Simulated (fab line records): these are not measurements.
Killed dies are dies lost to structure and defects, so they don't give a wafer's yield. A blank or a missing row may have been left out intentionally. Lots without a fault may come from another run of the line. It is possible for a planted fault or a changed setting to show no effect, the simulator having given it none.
Matching of chambers | flow gf180mcu | GF_V5_CVD_02 on pecvd-04 has 3 sister chambers
The step deposits SiO2 from TEOS, target thk 1450 nm, time 163.28 s. 6 wafers are shown with their chamber, then 7 later ones without.

WAFERS PAIRED WITH THEIR CHAMBERS
wafer  | chamber | heaterPowerW (W)
L084.2 | 2       | 446
L084.3 | 1       | 646
L084.4 | 1       | 701
L084.5 | 2       | 527
L085.1 | 0       | 542
L085.5 | 0       | 595

WAFERS WITH NO CHAMBER GIVEN
wafer  | heaterPowerW (W)
L085.6 | 704
L086.1 | 565
L086.2 | 667
L086.3 | 500
L086.4 | 570
L086.5 | 462
L086.6 | 547

WHICH CHAMBER EACH WENT THROUGH
wafer  | from the rows above     | in truth
L085.6 | 1                       | 1
L086.1 | can't be placed: 0 or 2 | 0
L086.2 | 1                       | 1
L086.3 | can't be placed: 2 or 0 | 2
L086.4 | can't be placed: 0 or 2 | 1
L086.5 | can't be placed: 2 or 0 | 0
L086.6 | can't be placed: 0 or 2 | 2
Correct placement for 2 of the 7. Can't be placed from these rows: 5 (the true chamber is among the candidates in 4). 0 placed wrongly.
How it was worked out, from the rows above alone: a wafer's distance from a chamber is the root of the sum, over the readings, of the square of ((its reading less the chamber's mean) divided by the reading's scatter). If the next closest chamber is less than 2 further off than the closest, the wafer can't be placed; otherwise it belongs to the closest. The mean given for a chamber averages the wafers shown for that chamber. How the scatter is found: for the shown wafers, subtract from each reading the mean of its chamber, square and add these, divide the total by (wafers less chambers), then take the root.
